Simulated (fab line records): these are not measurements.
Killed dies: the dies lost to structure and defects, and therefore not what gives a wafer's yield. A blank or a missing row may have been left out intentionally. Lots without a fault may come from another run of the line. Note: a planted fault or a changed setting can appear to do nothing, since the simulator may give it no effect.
Comparing a struck lot with a sound one ; flow sky130 ; 17 steps out of a route of 708
Sound: the wafers L850.1, L850.2, L850.6. Struck: wafers L857.2, L857.3, L857.4. The cause is named last.
At each step with rows: each side's tool, then ch and its chambers, then its first start. Under that, the readings that differ: sound wafers ; struck wafers ; difference of the means ; sigmas: that difference in standard deviations of wafers without a fault.
alike: readings whose means differ by less than 2 such deviations, and words and numbers that are the same on both sides. not compared: withheld readings, readings that some wafer has no value for, bounds like >300 that may hide the same value, and numbers for which the record gives no deviation and whose values overlap.
The two part at a step that has a row with sigmas, a row that says differs or no value, or rows on one side only. Non-overlapping numbers with no deviation appear without sigmas and do not part them. A reading that every wafer of one side lacks parts them only if that side has two wafers or more.

SKY_LDD_HVN_OVL_MEAS_07:
  sound on overlay-01, day 20 20:56; struck on overlay-02, day 24 14:00
  alike: LDD_HVN_OVL
after that, 1 step had no rows for these wafers: SKY_LDD_HVN_IMPLANT_08.
SKY_LDD_HVN_STRIP_09: strips in O2/N2.
  sound on plasma asher-02 ch 0,1, day 20 21:08; struck on plasma asher-04 ch 0,1, day 24 14:11
  alike: drypump motor current A, o2 flow sccm, oes product au, strip time to endpoint s
  not compared: rf hours counter h
SKY_LDD_HVN_TW_MEAS_10:
  sound on film metro-04, day 20 21:14; struck on film metro-04, day 24 14:17
  alike: LDD_HVN_TW
then, 7 steps without rows for these wafers: SKY_LDD_HVP_DEHYDRATE_00 (time 60 s); SKY_LDD_HVP_HMDS_01 (prime time 60 s); SKY_LDD_HVP_COAT_02 (resist thk 300 nm); SKY_LDD_HVP_SOFTBAKE_03 (time 60 s); SKY_LDD_HVP_EXPOSE_04 (exposes mask HVPTM, target cd 700 nm); SKY_LDD_HVP_PEB_05; SKY_LDD_HVP_DEVELOP_06 (develop time 60 s).
SKY_LDD_HVP_OVL_MEAS_07:
  sound on overlay-01, day 22 05:03; struck on overlay-02, day 25 18:43
  alike: LDD_HVP_OVL
SKY_LDD_HVP_IMPLANT_08:
  sound on implanter-01 ch 0, day 22 05:05; struck on implanter-02 ch 0, day 25 18:46
reading;sound;struck;difference;sigmas
beam energy keV;20.006 20.016 20.014;25.280 25.281 25.276;+5.267;+99 or more
model.implant.rp nm (nm);64.88 64.88 64.88;79.9 79.9 79.9;+15.0;
model.implant.drp nm (nm);28.53 28.53 28.53;36.38 36.38 36.38;+7.85;
  alike: dose ions cm2, faraday current uA
SKY_LDD_HVP_STRIP_09: strips in O2/N2.
  sound on plasma asher-02 ch 0,1, day 22 05:14; struck on plasma asher-03 ch 0,1, day 25 18:53
reading;sound;struck;difference;sigmas
drypump motor current A (A);5.33 5.52 5.36;6.03 6.03 5.64;+0.50;+2
  alike: o2 flow sccm, oes product au, strip time to endpoint s
  not compared: rf hours counter h
SKY_LDD_HVP_TW_MEAS_10:
  sound on film metro-03, day 22 05:20; struck on film metro-02, day 25 19:00
reading;sound;struck;difference;sigmas
LDD_HVP_TW;458 458 460;475 476 476;+17;+3
then, 1 step without rows for these wafers: SKY_LDD_LDN_DEHYDRATE_00 (time 60 s).
-- a jump in the record: the struck wafers' starts before and after are 23 days apart (it breaks off in module LDD_LDN and resumes in module PAD_OPEN, where the first step shown is number 708 of the route) --
SKY_PAD_OPEN_PROBE_99:
  sound on prober-01, day 46 10:40; struck on prober-02, day 48 16:01
reading;sound;struck;difference;sigmas
model.etest.tip_p_5v.rs ohm sq;2845 2857 2843;2742 2739 2736;-109;
model.etest.pfet g5v0d10v5.drive ua um;343.1 341.3 342.5;358.9 354.5 362.4;+16.3;
model.etest.pfet g5v0d10v5.off log10 a um;-12.61 -12.63 -12.55;-11.46 -11.92 -11.66;+0.92;
model.etest.pfet g5v0d10v5.vt sat v (V);-0.6424 -0.6413 -0.6204;-0.5334 -0.573 -0.5484;+0.0831;
  alike: killed_at_M0_to_M3, killed_at_M4_up, killed at contacts, killed at front end, killed at other, killed dies, killed open, killed short

## WHERE THEY PART
First at SKY_LDD_HVP_IMPLANT_08; last, within this record, at SKY_LDD_HVP_TW_MEAS_10. Later steps at which nothing parts them and some readings are alike: SKY_PAD_OPEN_PROBE_99.

WHY: the cause the simulator had injected
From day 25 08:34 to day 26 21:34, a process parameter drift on implanter-02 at SKY_LDD_HVP_IMPLANT_08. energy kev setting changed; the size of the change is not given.
